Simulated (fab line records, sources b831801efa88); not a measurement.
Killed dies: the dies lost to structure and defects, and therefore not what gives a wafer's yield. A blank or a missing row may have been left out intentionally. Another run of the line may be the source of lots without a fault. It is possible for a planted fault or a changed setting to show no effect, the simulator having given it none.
Which tool did it? | flow gf180mcu | 14 lots with 41 wafers sampled at 4 steps, on a route of 602 steps

## WHAT THE GAUGES SHOWED, per wafer
GF_VT_IMPLANT_TW_MEAS_43.
lot  | measured     | on            | VT_IMPLANT_4_TW
L462 | day 7 12:49  | film metro-04 | 693 693 691
L463 | day 7 23:04  | film metro-04 | 699 693 694
L471 | day 9 14:51  | film metro-04 | 689 692
L472 | day 9 18:16  | film metro-03 | 683 683 683
L473 | day 10 00:05 | film metro-01 | 691 693 692
L474 | day 10 07:57 | film metro-03 | 684 683 683
L476 | day 10 19:25 | film metro-03 | 678 681 683
L477 | day 11 05:36 | film metro-01 | 696 695 693
L479 | day 11 16:25 | film metro-01 | 689 695 694
L481 | day 12 03:51 | film metro-03 | 688 686 685
L482 | day 12 11:40 | film metro-01 | 691 689 690
L483 | day 12 21:04 | film metro-03 | 683 685 687
L484 | day 13 00:19 | film metro-03 | 687 680 688
L485 | day 13 08:01 | film metro-04 | 686 684 689

GF_POLY_GATE_CD_MEAS_18.
lot  | measured     | on        | cd nm (nm)
L462 | day 9 02:43  | cd sem-02 | 280.3 278.0 281.1
L463 | day 9 08:46  | cd sem-02 | 278.1 280.7 277.8
L471 | day 11 19:35 | cd sem-01 | 279.6 280.6
L472 | day 11 19:32 | cd sem-02 | 279.9 279.9 281.2
L473 | day 12 01:05 | cd sem-01 | 281.7 280.5 279.0
L474 | day 12 09:20 | cd sem-01 | 277.6 277.0 276.0
L476 | day 13 01:09 | cd sem-02 | 277.4 277.7 277.7
L477 | day 13 17:40 | cd sem-02 | 279.6 275.5 277.0
L479 | day 14 02:52 | cd sem-02 | 278.2 279.8 278.7
L481 | day 14 12:28 | cd sem-02 | 276.0 277.3 279.4
L482 | day 14 19:14 | cd sem-02 | 280.1 278.8 279.0
L483 | day 15 08:43 | cd sem-01 | 280.7 281.1 279.0
L484 | day 15 09:02 | cd sem-01 | 279.5 277.5 279.5
L485 | day 15 21:02 | cd sem-02 | 280.9 280.8 280.3

GF_HV_LDD_CD_MEAS_07: the cd target is 400 nm.
lot  | measured     | on        | cd nm (nm)
L462 | day 9 18:59  | cd sem-02 | 398.7 398.1 400.4
L463 | day 10 02:00 | cd sem-02 | 402.8 402.4 402.2
L471 | day 12 15:05 | cd sem-02 | 399.5 397.5
L472 | day 12 15:05 | cd sem-01 | 397.3 397.9 398.1
L473 | day 12 20:22 | cd sem-01 | 400.8 399.0 399.2
L474 | day 13 04:49 | cd sem-01 | 397.3 396.5 397.3
L476 | day 13 21:16 | cd sem-01 | 399.4 398.8 398.8
L477 | day 14 13:39 | cd sem-01 | 401.4 399.4 399.2
L479 | day 14 23:08 | cd sem-01 | 400.4 401.4 400.8
L481 | day 15 10:21 | cd sem-02 | 401.9 403.4 405.1
L482 | day 15 17:34 | cd sem-01 | 405.0 402.3 403.1
L483 | day 16 06:33 | cd sem-02 | 403.1 403.4 404.7
L484 | day 16 06:40 | cd sem-01 | 398.7 398.9 397.1
L485 | day 16 19:55 | cd sem-01 | 400.8 399.3 399.4

## WHAT TOOL EACH LOT RAN ON (gives the tool, then ch and the chambers of the sampled wafers, and finally the start)
lot  | GF_POLY_GATE_ETCH_13
L462 | rie si-02 ch 0,3, day 8 23:41
L463 | rie si-01 ch 1,2,3, day 9 07:13
L471 | rie si-02 ch 0,2, day 11 11:07
L472 | rie si-02 ch 0,2, day 11 13:13
L473 | rie si-02 ch 0,3, day 11 20:29
L474 | rie si-01 ch 0,2,3, day 12 06:22
L476 | rie si-01 ch 1,2,3, day 12 18:01
L477 | rie si-01 ch 0,2, day 13 10:25
L479 | rie si-01 ch 0,2, day 13 21:10
L481 | rie si-01 ch 2,3, day 14 05:08
L482 | rie si-01 ch 0,1, day 14 15:23
L483 | rie si-02 ch 0,1, day 15 07:10
L484 | rie si-01 ch 0,1,2, day 15 07:31
L485 | rie si-01 ch 0,1,2, day 15 18:44
- GF_POLY_GATE_ETCH_13: etches poly-Si in HBr/Cl2, stops on SiO2, target depth 198.5 nm, time 69.6 s.

## WHAT THE TOOLS THEMSELVES READ (means of the sampled wafers that have a number; where no wafer has one, the mark that the record gives instead)
GF_POLY_GATE_ETCH_13.
lot  | tool      | chamber pressure mTorr (mTorr) | drypump motor current A (A) | oes product au (a.u.) | run length s (s) | throttle valve pct (%)
L462 | rie si-02 | 9.999                          | 6.00                        | 0.985                 | 98.1             | 33.675
L463 | rie si-01 | 10.000                         | 6.09                        | 0.997                 | 98.2             | 33.684
L471 | rie si-02 | 10.003                         | 6.24                        | 0.948                 | 103.2            | 33.685
L472 | rie si-02 | 10.004                         | 6.28                        | 0.977                 | 99.7             | 33.686
L473 | rie si-02 | 10.001                         | 6.03                        | 0.982                 | 99.5             | 33.684
L474 | rie si-01 | 9.996                          | 6.00                        | 0.994                 | 98.0             | 33.683
L476 | rie si-01 | 10.004                         | 6.07                        | 0.991                 | 98.1             | 33.682
L477 | rie si-01 | 10.006                         | 5.89                        | 0.989                 | 98.3             | 33.693
L479 | rie si-01 | 10.004                         | 5.87                        | 0.983                 | 98.4             | 33.689
L481 | rie si-01 | 10.000                         | 6.10                        | 0.981                 | 98.0             | 33.682
L482 | rie si-01 | 9.996                          | 5.75                        | 0.986                 | 98.1             | 33.689
L483 | rie si-02 | 10.003                         | 5.88                        | 0.993                 | 97.7             | 33.680
L484 | rie si-01 | 10.006                         | 5.85                        | 0.982                 | 98.2             | 33.680
L485 | rie si-01 | 9.996                          | 5.87                        | 0.989                 | 98.2             | 33.680

## THE ANSWER, worked out from the rows above alone
Rule: the lots themselves supply what counts as usual. Put in order of their means at a reading, lots are off if they are a third of the lots or fewer, leave a main group of 4 or more, and stand apart from it by a gap of 3 or more times the standard deviation of the main group's means; of several such gaps the widest counts. The tables above print the reading to a certain number of digits; a main group whose means all agree to those digits is not used. Also off: a lot with no number at a reading for which 4 or more lots have one. The other lots that the step has rows for count as sound. Order of review: gauges by route order, followed by the tools' own readings, for which a lot's mean as printed above is used. At the first step where some lot is off, the reading lying furthest off is the one used; lots without a number count as furthest.
Off: L471, L472, L473 (GF_POLY_GATE_ETCH_13, run length s). For the main group the mean is 98.1 s and the standard deviation 0.17.
If a tool, at that step or one of the process steps before it, ran each lot that is off and ran no sound lot following the first of them, it fits. Of those tried, none fits.

## WHAT HAD BEEN PUT IN BY THE SIMULATOR
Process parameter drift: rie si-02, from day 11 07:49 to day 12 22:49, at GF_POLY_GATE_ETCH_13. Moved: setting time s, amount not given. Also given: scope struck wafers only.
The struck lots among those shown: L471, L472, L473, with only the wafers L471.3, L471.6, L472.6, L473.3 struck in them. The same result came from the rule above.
